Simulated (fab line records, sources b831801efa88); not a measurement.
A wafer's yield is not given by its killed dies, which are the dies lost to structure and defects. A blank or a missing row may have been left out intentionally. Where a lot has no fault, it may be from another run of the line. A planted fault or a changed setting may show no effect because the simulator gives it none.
Which tool is to blame? :: flow gf180mcu :: 12 lots, 36 wafers sampled, at 2 steps of a route of 602

## WHAT THE GAUGES SHOWED, per wafer
GF_V2_OVL_MEAS_15. Usual: V2_OVL gives 3 nm (standard deviation 5.2).
lot: L259
measured: day 20 08:11
on: overlay-02
V2_OVL (nm): 3 2 -3
flag: 

lot: L266
measured: day 23 02:51
on: overlay-01
V2_OVL (nm): 2 3 2
flag: 

lot: L267
measured: day 23 17:31
on: overlay-02
V2_OVL (nm): -6 -3 -5
flag: 

lot: L268
measured: day 24 00:19
on: overlay-02
V2_OVL (nm): 0 -4 6
flag: 

lot: L269
measured: day 24 08:48
on: overlay-01
V2_OVL (nm): 9 9 4
flag: 

lot: L271
measured: day 24 19:37
on: overlay-02
V2_OVL (nm): -3 4 -2
flag: 

lot: L272
measured: day 25 05:16
on: overlay-01
V2_OVL (nm): 15 13 15
flag: 

lot: L273
measured: day 25 12:28
on: overlay-01
V2_OVL (nm): 4 0 9
flag: 

lot: L274
measured: day 25 20:49
on: overlay-02
V2_OVL (nm): 7 4 7
flag: 

lot: L276
measured: day 26 05:55
on: overlay-02
V2_OVL (nm): -6 -7 -3
flag: 

lot: L277
measured: day 26 21:40
on: overlay-01
V2_OVL (nm): 9 11 11
flag: 

lot: L278
measured: day 27 02:13
on: overlay-02
V2_OVL (nm): 5 7 5
flag: 

## TOOL THAT RAN EACH LOT (tool first, then ch and the chambers of the sampled wafers, then the start)
lot: L259
GF_M2_METAL_ETCH_16: rie_metal-01 ch 0,1, day 19 06:41

lot: L266
GF_M2_METAL_ETCH_16: rie_metal-04 ch 0,1, day 22 02:09

lot: L267
GF_M2_METAL_ETCH_16: rie_metal-01 ch 0,1, day 22 17:09

lot: L268
GF_M2_METAL_ETCH_16: rie_metal-02 ch 0,1, day 23 00:13

lot: L269
GF_M2_METAL_ETCH_16: rie_metal-01 ch 0,1, day 23 09:02

lot: L271
GF_M2_METAL_ETCH_16: rie_metal-01 ch 0,1, day 23 20:50

lot: L272
GF_M2_METAL_ETCH_16: rie_metal-04 ch 0,1, day 24 05:56

lot: L273
GF_M2_METAL_ETCH_16: rie_metal-02 ch 0,1, day 24 13:43

lot: L274
GF_M2_METAL_ETCH_16: rie_metal-04 ch 0,1, day 24 22:37

lot: L276
GF_M2_METAL_ETCH_16: rie_metal-04 ch 0, day 25 07:29

lot: L277
GF_M2_METAL_ETCH_16: rie_metal-01 ch 0,1, day 25 23:04

lot: L278
GF_M2_METAL_ETCH_16: rie_metal-02 ch 0, day 26 04:28
- GF_M2_METAL_ETCH_16: etches the open film in Cl2/BCl3, stops on SiO2, target depth 750.8 nm, time 125.1 s.

## WHAT THE TOOLS THEMSELVES READ (means of the sampled wafers that have a number; where no wafer has one, the mark that the record gives instead)
GF_M2_METAL_ETCH_16. Usual: drypump_motor_current_A 5.3 A, standard deviation 0.56; oes_product_au 0.988 a.u., standard deviation 0.0068; rf_fwd_power_W 795.7 W, standard deviation 2.6; throttle_valve_pct 28.231 %, standard deviation 0.012.
lot: L259
tool: rie_metal-01
drypump_motor_current_A (A): 4.8
oes_product_au (a.u.): 0.996
rf_fwd_power_W (W): 797.9
throttle_valve_pct (%): 28.228
flag: 

lot: L266
tool: rie_metal-04
drypump_motor_current_A (A): 5.9
oes_product_au (a.u.): 0.989
rf_fwd_power_W (W): 794.4
throttle_valve_pct (%): 28.243
flag: 

lot: L267
tool: rie_metal-01
drypump_motor_current_A (A): 4.8
oes_product_au (a.u.): 0.992
rf_fwd_power_W (W): 795.6
throttle_valve_pct (%): 28.231
flag: 

lot: L268
tool: rie_metal-02
drypump_motor_current_A (A): 5.1
oes_product_au (a.u.): 0.984
rf_fwd_power_W (W): 795.6
throttle_valve_pct (%): 28.245
flag: 

lot: L269
tool: rie_metal-01
drypump_motor_current_A (A): 4.9
oes_product_au (a.u.): 0.992
rf_fwd_power_W (W): 794.5
throttle_valve_pct (%): 28.226
flag: 

lot: L271
tool: rie_metal-01
drypump_motor_current_A (A): 4.9
oes_product_au (a.u.): 0.999
rf_fwd_power_W (W): 791.7
throttle_valve_pct (%): 28.225
flag: 

lot: L272
tool: rie_metal-04
drypump_motor_current_A (A): 6.0
oes_product_au (a.u.): 0.989
rf_fwd_power_W (W): 796.4
throttle_valve_pct (%): 28.226
flag: 

lot: L273
tool: rie_metal-02
drypump_motor_current_A (A): 5.3
oes_product_au (a.u.): 0.984
rf_fwd_power_W (W): 795.5
throttle_valve_pct (%): 28.236
flag: 

lot: L274
tool: rie_metal-04
drypump_motor_current_A (A): 6.0
oes_product_au (a.u.): 0.990
rf_fwd_power_W (W): 796.8
throttle_valve_pct (%): 28.225
flag: 

lot: L276
tool: rie_metal-04
drypump_motor_current_A (A): 6.0
oes_product_au (a.u.): 0.988
rf_fwd_power_W (W): 798.8
throttle_valve_pct (%): 28.230
flag: 

lot: L277
tool: rie_metal-01
drypump_motor_current_A (A): 4.9
oes_product_au (a.u.): 0.985
rf_fwd_power_W (W): 792.7
throttle_valve_pct (%): 28.228
flag: 

lot: L278
tool: rie_metal-02
drypump_motor_current_A (A): 4.7
oes_product_au (a.u.): 0.984
rf_fwd_power_W (W): 795.7
throttle_valve_pct (%): 28.232
flag: 

## THE ANSWER, worked out from the rows above alone
Rule: a lot is off if the mean of its wafers that have a number lies more than 3 standard deviations from the usual mean. Also off: a lot with no number at a reading for which 4 or more lots have one. Any other lot the step has rows for is counted as sound. First the gauges in route order, then the tools' own readings, where a lot's mean is used as printed above. The first step at which some lot is off is used, and at that step the reading that is off furthest; a lot without a number counts as furthest.
None of the lots is off at any reading shown; this tells nothing.

## WHAT THE SIMULATOR HAD INSERTED
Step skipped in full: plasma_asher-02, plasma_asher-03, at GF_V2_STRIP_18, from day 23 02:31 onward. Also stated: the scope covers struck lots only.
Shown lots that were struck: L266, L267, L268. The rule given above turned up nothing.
